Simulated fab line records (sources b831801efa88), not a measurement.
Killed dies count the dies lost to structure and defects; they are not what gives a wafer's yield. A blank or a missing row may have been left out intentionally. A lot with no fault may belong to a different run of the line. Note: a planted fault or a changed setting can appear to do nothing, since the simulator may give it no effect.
Split-lot trial | flow sfqLine | 5 lots, 23 wafers read, on a route of 325 steps

== ABOUT THE SPLIT ==
At SFQ_TRILAYER_M0_LITHO_COAT_026 (resist thk 62 nm), the setting resistThkNm was moved away from the recipe's 62 nm on 8 of the 23 wafers read, by -4.7% to -1.9%. For the rest of the wafers, this setting stayed at what the recipe calls for.

The reading comes from the split's own step.

== THE READING ==
BARC_of_TRILAYER_M0_LITHO_COAT_026.thkNm (the simulator's own value, which no gauge read), in nm, at SFQ_TRILAYER_M0_LITHO_COAT_026 (resist thk 62 nm). The file gives no usual value for it. Across the 15 wafers here that went through the recipe, the average is 62.14 nm and the standard deviation 0.11 nm.

wafer  | tool, chamber at the split | resistThkNm as run, nm | against the recipe | BARC_of_TRILAYER_M0_LITHO_COAT_026.thkNm, nm | against lot-mates on the recipe
L074.1 | lithoTrack-02, 0           | 59.08                  | -4.7%              | 59.37                                        | -2.74
L074.4 | lithoTrack-02, 0           | 59.08                  | -4.7%              | 59.37                                        | -2.74
L074.2 | lithoTrack-02, 0           | 62                     | recipe             | 62.13                                        | -
L074.3 | lithoTrack-02, 0           | 59.08                  | -4.7%              | 59.15                                        | -2.96
L074.5 | lithoTrack-02, 0           | 62                     | recipe             | 62.08                                        | -
L077.1 | lithoTrack-01, 0           | 59.92                  | -3.4%              | 59.73                                        | -2.21
L077.3 | lithoTrack-01, 0           | 59.92                  | -3.4%              | 59.7                                         | -2.23
L077.4 | lithoTrack-01, 0           | 59.92                  | -3.4%              | 59.75                                        | -2.19
L077.5 | lithoTrack-01, 0           | 62                     | recipe             | 62.05                                        | -
L077.6 | lithoTrack-01, 0           | 62                     | recipe             | 61.82                                        | -
L078.1 | lithoTrack-01, 0           | 62                     | recipe             | 62.27                                        | -
L078.2 | lithoTrack-01, 0           | 60.82                  | -1.9%              | 60.85                                        | -1.35
L078.3 | lithoTrack-01, 0           | 62                     | recipe             | 62.12                                        | -
L078.5 | lithoTrack-01, 0           | 62                     | recipe             | 62.2                                         | -
L078.6 | lithoTrack-01, 0           | 60.82                  | -1.9%              | 60.97                                        | -1.23
L080.2 | lithoTrack-02, 0           | 62                     | recipe             | 62.18                                        | -
L080.5 | lithoTrack-02, 0           | 62                     | recipe             | 62.29                                        | -
L080.6 | lithoTrack-02, 0           | 62                     | recipe             | 62.26                                        | -
L083.1 | lithoTrack-03, 0           | 62                     | recipe             | 62.14                                        | -
L083.2 | lithoTrack-03, 0           | 62                     | recipe             | 62.21                                        | -
L083.3 | lithoTrack-03, 0           | 62                     | recipe             | 62.17                                        | -
L083.5 | lithoTrack-03, 0           | 62                     | recipe             | 62.13                                        | -
L083.6 | lithoTrack-03, 0           | 62                     | recipe             | 62.12                                        | -

FIT RESULTS
A straight line over all 23 wafers: BARC_of_TRILAYER_M0_LITHO_COAT_026.thkNm changes by +0.64 nm for each +1% of resistThkNm; r = +0.99; the points scatter about the line by 0.16 nm.
The same after taking each lot's own level away (the mean of its wafers on the recipe; 23 wafers): +0.617 nm for each +1%; r = +1.00; scatter 0.097 nm.
That fit puts the effect of the largest move of resistThkNm on the reading at 2.9 nm.
Across the lots, their own levels run from 61.935 to 62.243 nm, a range of 2.8 times the standard deviation given above.
The two slopes agree, so the slope changes little with the lot-to-lot level.
Check: -2.97 nm against its lot-mates is what the line predicts for one of the wafers moved furthest among these (-4.7%) when that wafer is left out of the fit. It came out at -2.74 nm against them.

== OTHER SPLITS ON THESE WAFERS ==
Before the reading, these wafers also passed through other splits. Each is held against what the fit with the lots' levels taken away leaves over:
other split on the same wafers                   | wafers away from the commonest value | r with BARC_of_TRILAYER_M0_LITHO_COAT_026.thkNm (lot level and that fit taken away)
SFQ_TRILAYER_INCOMING_OXIDATION_002 tempC        | 15                                   | +0.28
SFQ_TRILAYER_L0_LITHO_COAT_005 resistThkNm       | 5                                    | +0.54
SFQ_TRILAYER_L0_CAP_PECVD_011 timeS              | 10                                   | -0.11
SFQ_TRILAYER_L0_VIA_BARC_OPEN_VIA_ETCH_021 timeS | 5                                    | -0.18

== FILE'S OWN FIT ==
BARC_of_TRILAYER_M0_LITHO_COAT_026.thkNm changes by +0.622 nm for each +1% of resistThkNm, r = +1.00.
